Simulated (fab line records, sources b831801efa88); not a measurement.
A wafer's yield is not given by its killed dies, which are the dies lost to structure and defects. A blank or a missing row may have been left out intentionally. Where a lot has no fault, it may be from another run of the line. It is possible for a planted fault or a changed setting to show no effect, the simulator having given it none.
The tool behind it: which one? :: flow gf180mcu :: 13 lots, 38 wafers sampled, at 2 steps of a route of 602

WHAT THE GAUGES SHOWED, per wafer
GF_DNWELL_TW_MEAS_09.
lot: L972
measured: day 3 00:07
on: film_metro-01
DNWELL_TW: 1341 1345 1343

lot: L975
measured: day 3 20:16
on: film_metro-02
DNWELL_TW: 1354 1357 1362

lot: L976
measured: day 4 00:41
on: film_metro-03
DNWELL_TW: 1365 1365 1361

lot: L977
measured: day 4 02:36
on: film_metro-02
DNWELL_TW: 1352 1361 1352

lot: L978
measured: day 4 11:11
on: film_metro-03
DNWELL_TW: 1364 1358 1352

lot: L979
measured: day 4 14:19
on: film_metro-02
DNWELL_TW: 1343 1345 1347

lot: L980
measured: day 4 19:22
on: film_metro-02
DNWELL_TW: 1349 1349

lot: L984
measured: day 5 14:45
on: film_metro-03
DNWELL_TW: 1355 1352 1361

lot: L987
measured: day 6 08:10
on: film_metro-03
DNWELL_TW: 1346 1343 1342

lot: L989
measured: day 7 02:44
on: film_metro-02
DNWELL_TW: 1350 1347 1350

lot: L990
measured: day 7 09:26
on: film_metro-02
DNWELL_TW: 1356 1353 1355

lot: L992
measured: day 7 14:41
on: film_metro-02
DNWELL_TW: 1343 1344 1348

lot: L994
measured: day 8 01:58
on: film_metro-03
DNWELL_TW: 1366 1361 1362

WHICH TOOL RAN EACH LOT (tool, then ch and the chambers of the sampled wafers, then the start)
lot: L972
GF_STI_ETCH_14: rie_si-02 ch 0,2, day 2 06:53

lot: L975
GF_STI_ETCH_14: rie_si-01 ch 0,1,2, day 2 23:37

lot: L976
GF_STI_ETCH_14: rie_si-02 ch 1,2,3, day 3 04:29

lot: L977
GF_STI_ETCH_14: rie_si-01 ch 1,2,3, day 3 08:35

lot: L978
GF_STI_ETCH_14: rie_si-01 ch 2,3, day 3 16:37

lot: L979
GF_STI_ETCH_14: rie_si-02 ch 2,3, day 3 20:26

lot: L980
GF_STI_ETCH_14: rie_si-01 ch 1,2, day 4 01:31

lot: L984
GF_STI_ETCH_14: rie_si-01 ch 1,2, day 4 21:01

lot: L987
GF_STI_ETCH_14: rie_si-02 ch 0,1,3, day 5 12:22

lot: L989
GF_STI_ETCH_14: rie_si-02 ch 0,1, day 5 23:16

lot: L990
GF_STI_ETCH_14: rie_si-02 ch 0,1,3, day 6 06:13

lot: L992
GF_STI_ETCH_14: rie_si-02 ch 2,3, day 6 14:04

lot: L994
GF_STI_ETCH_14: rie_si-02 ch 0,1,2, day 7 05:04
- GF_STI_ETCH_14: etches Si in HBr/Cl2/O2, target depth 360 nm, time 102.9 s.

AS READ BY THE TOOLS THEMSELVES (means over the sampled wafers that have a number; for cases with no such wafer, the mark the record gives instead)
GF_STI_ETCH_14.
lot: L972
tool: rie_si-02
drypump_motor_current_A (A): 5.2
oes_product_au (a.u.): 0.993
run_length_s (s): 131.6
throttle_valve_pct (%): 25.661

lot: L975
tool: rie_si-01
drypump_motor_current_A (A): 5.8
oes_product_au (a.u.): 1.009
run_length_s (s): 131.3
throttle_valve_pct (%): 25.656

lot: L976
tool: rie_si-02
drypump_motor_current_A (A): 5.6
oes_product_au (a.u.): 0.998
run_length_s (s): 131.1
throttle_valve_pct (%): 25.648

lot: L977
tool: rie_si-01
drypump_motor_current_A (A): 6.0
oes_product_au (a.u.): 1.009
run_length_s (s): 131.6
throttle_valve_pct (%): 25.658

lot: L978
tool: rie_si-01
drypump_motor_current_A (A): 6.1
oes_product_au (a.u.): 0.997
run_length_s (s): 124.9
throttle_valve_pct (%): 25.659

lot: L979
tool: rie_si-02
drypump_motor_current_A (A): 5.3
oes_product_au (a.u.): 0.986
run_length_s (s): 131.1
throttle_valve_pct (%): 25.668

lot: L980
tool: rie_si-01
drypump_motor_current_A (A): 5.7
oes_product_au (a.u.): 1.006
run_length_s (s): 126.4
throttle_valve_pct (%): 25.649

lot: L984
tool: rie_si-01
drypump_motor_current_A (A): 5.8
oes_product_au (a.u.): 1.001
run_length_s (s): 128.1
throttle_valve_pct (%): 25.655

lot: L987
tool: rie_si-02
drypump_motor_current_A (A): 5.5
oes_product_au (a.u.): 0.991
run_length_s (s): 130.9
throttle_valve_pct (%): 25.665

lot: L989
tool: rie_si-02
drypump_motor_current_A (A): 5.4
oes_product_au (a.u.): 0.986
run_length_s (s): 131.4
throttle_valve_pct (%): 25.670

lot: L990
tool: rie_si-02
drypump_motor_current_A (A): 5.5
oes_product_au (a.u.): 0.992
run_length_s (s): 131.2
throttle_valve_pct (%): 25.648

lot: L992
tool: rie_si-02
drypump_motor_current_A (A): 5.3
oes_product_au (a.u.): 1.005
run_length_s (s): 131.0
throttle_valve_pct (%): 25.654

lot: L994
tool: rie_si-02
drypump_motor_current_A (A): 5.5
oes_product_au (a.u.): 0.999
run_length_s (s): 131.1
throttle_valve_pct (%): 25.665

THE ANSWER, worked out from the rows above alone
Rule: what is usual is taken from the lots themselves. Put in order of their means at a reading, lots are off if they are a third of the lots or fewer, leave a main group of 4 or more, and stand apart from it by a gap of 3 or more times the standard deviation of the main group's means; of several such gaps the widest counts. A main group is skipped when, at the precision printed for the reading in the tables above, its means are all equal. A lot without any number at a reading at which 4 lots or more have one is off too. Where the step has rows for the other lots, those lots are counted as sound. First the gauges in route order, then the tools' own readings, where a lot's mean is used as printed above. The first step at which some lot is off is used, and at that step the reading that is off furthest; a lot without a number counts as furthest.
Off at GF_STI_ETCH_14 (run_length_s): L978, L980, L984. The main group has a mean of 131.2 s with a standard deviation of 0.23.
If a tool, at that step or one of the process steps before it, ran each lot that is off and ran no sound lot following the first of them, it fits. One candidate fits, namely rie_si-01 at GF_STI_ETCH_14. Its last sound lot is L977 (day 3 08:35), its first lot that is off L978 (day 3 16:37): a fault that began between those two fits.
The tool's own readings at GF_STI_ETCH_14 bear it out: on the lots that are off they differ by more than 5 times the standard deviation of the sound lots' means. run_length_s reads 126.5 s there against 131.2 s on the sound lots.

WHAT THE SIMULATOR PUT IN
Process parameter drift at GF_STI_ETCH_14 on rie_si-01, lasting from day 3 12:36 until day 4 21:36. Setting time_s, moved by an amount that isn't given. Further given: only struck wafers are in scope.
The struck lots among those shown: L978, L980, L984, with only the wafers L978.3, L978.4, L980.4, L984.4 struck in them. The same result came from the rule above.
